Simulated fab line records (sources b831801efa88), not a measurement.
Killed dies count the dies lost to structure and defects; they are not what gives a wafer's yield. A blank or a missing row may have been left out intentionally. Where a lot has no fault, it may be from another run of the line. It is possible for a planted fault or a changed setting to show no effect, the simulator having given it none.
Which tool did it? | flow sky130 | 13 lots, 39 wafers sampled, at 3 steps of a route of 708

## WHAT THE GAUGES READ, wafer by wafer
SKY_CAP2M_THK_MEAS_04: measures by xrf. Usual: CAP2M_TIN_THK gives 201.1 nm (standard deviation 2.1).
lot  | measured     | on            | CAP2M_TIN_THK (nm) | flag
L273 | day 39 23:10 | film metro-04 | 198.2 198.4 199.4  |
L275 | day 40 04:45 | film metro-02 | 201.4 203.9 202.5  |
L276 | day 40 13:01 | film metro-04 | 198.2 196.2 196.2  |
L277 | day 40 18:51 | film metro-03 | 200.6 199.9 202.7  |
L278 | day 41 00:14 | film metro-04 | 197.9 200.6 197.3  |
L279 | day 41 04:58 | film metro-03 | 198.0 200.9 202.6  |
L282 | day 42 03:59 | film metro-04 | 198.9 199.3 200.1  |
L286 | day 43 06:35 | film metro-04 | 198.6 199.8 199.7  |
L287 | day 43 23:08 | film metro-04 | 200.3 200.8 202.0  |
L288 | day 44 02:08 | film metro-03 | 201.8 201.0 202.1  |
L289 | day 44 12:24 | film metro-04 | 201.8 203.8 202.0  |
L291 | day 45 01:47 | film metro-04 | 203.5 202.1 203.5  |
L296 | day 46 05:21 | film metro-03 | 201.0 200.8 201.8  |

## TOOL THAT RAN EACH LOT (tool first, then ch and the chambers of the sampled wafers, then the start)
lot  | SKY_METAL4_SPUTTER_02        | SKY_CAP2M_CVD_00
L273 | pvd sputter-03, day 39 22:43 | pecvd-04 ch 0,1,2, day 39 22:50
L275 | pvd sputter-04, day 40 04:19 | pecvd-04 ch 0,1,2, day 40 04:25
L276 | pvd sputter-03, day 40 12:36 | pecvd-01 ch 0,1,2, day 40 12:42
L277 | pvd sputter-04, day 40 18:26 | pecvd-01 ch 0,1, day 40 18:32
L278 | pvd sputter-02, day 40 23:49 | pecvd-04 ch 0,2, day 40 23:55
L279 | pvd sputter-04, day 41 04:31 | pecvd-02 ch 0,2, day 41 04:38
L282 | pvd sputter-02, day 42 03:34 | pecvd-02 ch 0,1,2, day 42 03:40
L286 | pvd sputter-02, day 43 06:08 | pecvd-04 ch 0,2, day 43 06:15
L287 | pvd sputter-04, day 43 22:42 | pecvd-04 ch 1,2, day 43 22:49
L288 | pvd sputter-04, day 44 01:43 | pecvd-02 ch 0,2, day 44 01:49
L289 | pvd sputter-04, day 44 11:59 | pecvd-01 ch 0,1,2, day 44 12:05
L291 | pvd sputter-02, day 45 01:22 | pecvd-02 ch 0,1,2, day 45 01:29
L296 | pvd sputter-04, day 46 04:56 | pecvd-04 ch 0,2, day 46 05:02
- SKY_METAL4_SPUTTER_02: material AlCu, target thk 735 nm, time 39.1 s.
- SKY_CAP2M_CVD_00: deposits SiO2, target thk 15.5 nm.

## AS READ BY THE TOOLS THEMSELVES (means over the sampled wafers that have a number; for cases with no such wafer, the mark the record gives instead)
SKY_METAL4_SPUTTER_02. Usual: throttle valve pct 30.1 %, standard deviation 0.96.
lot  | tool           | throttle valve pct (%) | flag
L273 | pvd sputter-03 | 29.1                   |
L275 | pvd sputter-04 | 30.2                   |
L276 | pvd sputter-03 | 30.8                   |
L277 | pvd sputter-04 | 30.0                   |
L278 | pvd sputter-02 | 29.9                   |
L279 | pvd sputter-04 | 30.2                   |
L282 | pvd sputter-02 | 29.6                   |
L286 | pvd sputter-02 | 29.5                   |
L287 | pvd sputter-04 | 30.1                   |
L288 | pvd sputter-04 | 30.5                   |
L289 | pvd sputter-04 | 30.2                   |
L291 | pvd sputter-02 | 29.7                   |
L296 | pvd sputter-04 | 30.4                   |

SKY_CAP2M_CVD_00. Usual: heater power w 736 W, standard deviation 110.
lot  | tool     | heater power w (W) | flag
L273 | pecvd-04 | 816                |
L275 | pecvd-04 | 806                |
L276 | pecvd-01 | 799                |
L277 | pecvd-01 | 732                |
L278 | pecvd-04 | 849                |
L279 | pecvd-02 | 620                |
L282 | pecvd-02 | 615                |
L286 | pecvd-04 | 729                |
L287 | pecvd-04 | 848                |
L288 | pecvd-02 | 552                |
L289 | pecvd-01 | 687                |
L291 | pecvd-02 | 677                |
L296 | pecvd-04 | 721                |

## THE ANSWER, worked out from the rows above alone
Rule: a lot counts as off when the mean over its wafers that have a number is more than 3 standard deviations away from the usual mean. A lot without any number at a reading at which 4 lots or more have one is off too. Where the step has rows for the other lots, those lots are counted as sound. The gauges are gone through in route order, then the tools' own readings, and for those a lot's mean is taken as printed above. The first step at which some lot is off is used, and at that step the reading that is off furthest; a lot without a number counts as furthest.
No lot is off on any of the readings shown, so nothing can be concluded from this.

## WHAT THE SIMULATOR HAD PUT IN
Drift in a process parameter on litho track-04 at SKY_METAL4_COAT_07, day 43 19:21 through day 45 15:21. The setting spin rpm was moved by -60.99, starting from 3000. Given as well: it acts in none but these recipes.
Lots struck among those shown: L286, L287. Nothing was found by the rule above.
